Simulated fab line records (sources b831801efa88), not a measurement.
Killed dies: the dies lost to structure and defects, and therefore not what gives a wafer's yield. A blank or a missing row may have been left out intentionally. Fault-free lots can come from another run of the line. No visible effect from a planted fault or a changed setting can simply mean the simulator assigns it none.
Which of the tools did it?    flow gf180mcu    7 lots with 21 wafers sampled at 3 steps, on a route of 602 steps

WHAT THE GAUGES READ, wafer by wafer
GF_VT_IMPLANT_RS_MEAS_46: measures by four-point-probe.
lot   measured      on             MVSD_RS (ohm/sq)
L217  day 7 17:49   film metro-01  457.7 456.6 456.8
L219  day 8 10:10   film metro-03  455.8 456.3 455.4
L222  day 9 03:55   film metro-03  459.5 459.2 458.6
L229  day 11 01:49  film metro-01  457.5 456.6 456.4
L236  day 13 01:19  film metro-01  459.4 461.1 459.8
L238  day 13 17:37  film metro-04  458.1 459.3 459.0

WHAT TOOL EACH LOT RAN ON (gives the tool, then ch and the chambers of the sampled wafers, and finally the start)
lot   GF_STI_PEB_10                     GF_MVSD_STRIP_10
L217  litho track-04 ch 0, day 2 05:40  plasma asher-04 ch 0,1, day 4 15:13
L219  litho track-04 ch 0, day 2 17:37  plasma asher-01 ch 0,1, day 5 03:06
L222  litho track-01 ch 0, day 3 08:05  plasma asher-03 ch 0,1, day 5 19:30
L224  litho track-02, day 3 17:14       -
L229  litho track-02 ch 0, day 4 19:04  plasma asher-04 ch 0,1, day 7 12:21
L236  litho track-02 ch 0, day 6 07:07  plasma asher-01 ch 0,1, day 9 05:37
L238  litho track-01 ch 0, day 6 18:08  plasma asher-03 ch 0,1, day 9 18:09
- GF_STI_PEB_10: peb time 90 s.
- GF_MVSD_STRIP_10: strips in O2/N2.

THE ANSWER, worked out from the rows above alone
Rule: the lots themselves supply what counts as usual. The widest of any qualifying gaps counts: lots, ordered by their means at a reading, are off when they make up no more than a third of the lots, leave a main group of 4 or more, and stand apart from it by 3 or more times the standard deviation of that group's means. A main group whose means are all the same, to the digits that the tables above print for the reading, isn't used. Also off: a lot with no number at a reading for which 4 or more lots have one. Any other lot the step has rows for is counted as sound.
Across all readings shown, no lot is off: no conclusion can be drawn from this.

WHAT HAD BEEN PUT IN BY THE SIMULATOR
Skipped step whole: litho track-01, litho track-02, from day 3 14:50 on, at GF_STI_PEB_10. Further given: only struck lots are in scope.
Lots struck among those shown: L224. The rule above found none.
